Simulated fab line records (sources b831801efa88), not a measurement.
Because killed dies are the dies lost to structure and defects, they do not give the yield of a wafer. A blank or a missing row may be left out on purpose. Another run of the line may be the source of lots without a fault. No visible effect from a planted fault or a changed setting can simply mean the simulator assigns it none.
2 desks looking at one fault -- flow sky130 -- each desk holds nothing but its own numbers, with what lay behind them at the end

## THE TOOL OWNER'S DESK: pvd-sputter-02
The tool's own readings at SKY_CAPM_SPUTTER_02 (material TiN, target thk 200 nm, time 166.7 s): means of the sampled wafers that have a number, for each lot that ran on this tool. Any lot whose mean is over 4 standard deviations away from the usual mean is out of limits and marked OUT; that distance is given in the brackets.
Columns: A = throttle-valve-pct at SKY_CAPM_SPUTTER_02, usual 29.7 %
lot,first seen here,A
L152,day 37 17:07,29.7
L153,day 38 18:46,29.7
L155,day 38 21:44,29.6
L156,day 39 12:25,28.9
L167,day 42 06:43,29.4
L168,day 42 10:34,29.9
L172,day 43 07:26,29.3
This desk found nothing out of limits on any of the 7 lots.

## AT THE METROLOGY DESK
Lot by lot, what the gauges showed, no matter which tool ran the lot: averages of those sampled wafers that carry a number. Any lot whose mean is over 4 standard deviations away from the usual mean is out of limits and marked OUT; that distance is given in the brackets.
Columns: A = METAL2_ALCU_RS at SKY_METAL2_RS_MEAS_05, usual 0.1271 ohm/sq; B = CAPM_TIN_RS at SKY_CAPM_RS_MEAS_03, usual 6.93 ohm/sq; C = CAPM_TIN_THK at SKY_CAPM_THK_MEAS_04, usual 201.8 nm
lot,first seen here,A,B,C
L152,day 35 09:32,0.1259,6.96,201.8
L153,day 36 11:47,0.1273,6.97,201.3
L155,day 36 14:01,0.1280,9.79 (+32) OUT,143.2 (-22) OUT
L156,day 37 06:01,0.1282,8.77 (+21) OUT,165.1 (-14) OUT
L164,day 39 00:57,0.1273,6.84,201.6
L167,day 40 03:40,0.1287,6.97,198.0
L168,day 40 06:37,0.1263,6.95,200.9
L169,day 40 12:08,0.1266,6.92,203.5
L171,day 41 02:51,0.1262,6.85,201.9
L172,day 41 04:11,0.1268,6.84,205.2
This desk's result: L155, L156 out of limits, first on L155 (CAPM_TIN_RS at SKY_CAPM_RS_MEAS_03), day 38 21:50. L152, L153, L164, L167, L168, L169, L171, L172: within limits.

## TAKEN TOGETHER
L155, L156 would have let the metrology desk raise an alarm at day 38 21:50.
Nothing out of limits was seen by the tool owner's desk.
Tool owner's desk: L155, L156 on record, inside its limits.
SKY_CAPM_SPUTTER_02 was run on pvd-sputter-02 by each of the lots named.

## WHAT WAS PUT IN BY THE SIMULATOR
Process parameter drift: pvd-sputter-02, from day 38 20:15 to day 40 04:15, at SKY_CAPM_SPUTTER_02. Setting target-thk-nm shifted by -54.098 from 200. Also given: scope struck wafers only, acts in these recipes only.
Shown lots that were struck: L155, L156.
Time in hours between the start of the fault and the first out-of-limits reading at each desk: metrology desk, 2.
